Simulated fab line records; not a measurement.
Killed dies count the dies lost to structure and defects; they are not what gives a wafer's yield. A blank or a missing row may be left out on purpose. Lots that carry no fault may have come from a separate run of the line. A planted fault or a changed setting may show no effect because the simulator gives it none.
Chamber matching | flow gf180mcu | GF_V4_CVD_02 on pecvd-02 has 3 sister chambers
The step deposits SiO2 from TEOS, target thk 850 nm, time 94.851 s. 6 wafers are shown with their chamber, then 11 later ones without.

## EACH WAFER AND ITS CHAMBER
wafer  | chamber | heater power w (W) | rf fwd power W (W)
L081.2 | 0       | 524                | 594.1
L081.3 | 2       | 646                | 599.8
L081.4 | 0       | 581                | 595.8
L081.5 | 2       | 694                | 599.9
L081.6 | 1       | 800                | 597.3
L083.2 | 1       | 892                | 597.4

## WAFERS WITHOUT THEIR CHAMBER
wafer  | heater power w (W) | rf fwd power W (W)
L083.4 | 688                | 595.8
L083.5 | 718                | 598.0
L088.3 | 841                | 596.9
L088.4 | 520                | 595.5
L088.6 | 867                | 598.0
L091.1 | 695                | 597.8
L091.3 | 641                | 595.6
L091.4 | 856                | 596.8
L095.4 | 576                | 594.7
L095.5 | 733                | 597.8
L095.6 | 629                | 594.2

## EACH ONE'S CHAMBER
wafer  | from the rows above     | in truth
L083.4 | can't be placed: 0 or 1 | 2
L083.5 | can't be placed: 1 or 2 | 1
L088.3 | 1                       | 1
L088.4 | 0                       | 0
L088.6 | 1                       | 1
L091.1 | can't be placed: 2 or 1 | 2
L091.3 | 0                       | 0
L091.4 | 1                       | 1
L095.4 | 0                       | 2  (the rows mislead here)
L095.5 | can't be placed: 1 or 2 | 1
L095.6 | 0                       | 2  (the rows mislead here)
Correctly placed: 5 of 11. These rows do not allow placing 4 (true chamber among the candidates in 3). Number placed wrongly: 2.
How it was worked out, from the rows above alone: a wafer's distance from a chamber is the root of the sum, over the readings, of the square of ((its reading less the chamber's mean) divided by the reading's scatter). The wafer belongs to the nearest chamber; if the next one is less than 2 further off, it can't be placed. For every chamber, the mean is computed from those of its wafers that are shown. How the scatter is found: for the shown wafers, subtract from each reading the mean of its chamber, square and add these, divide the total by (wafers less chambers), then take the root.
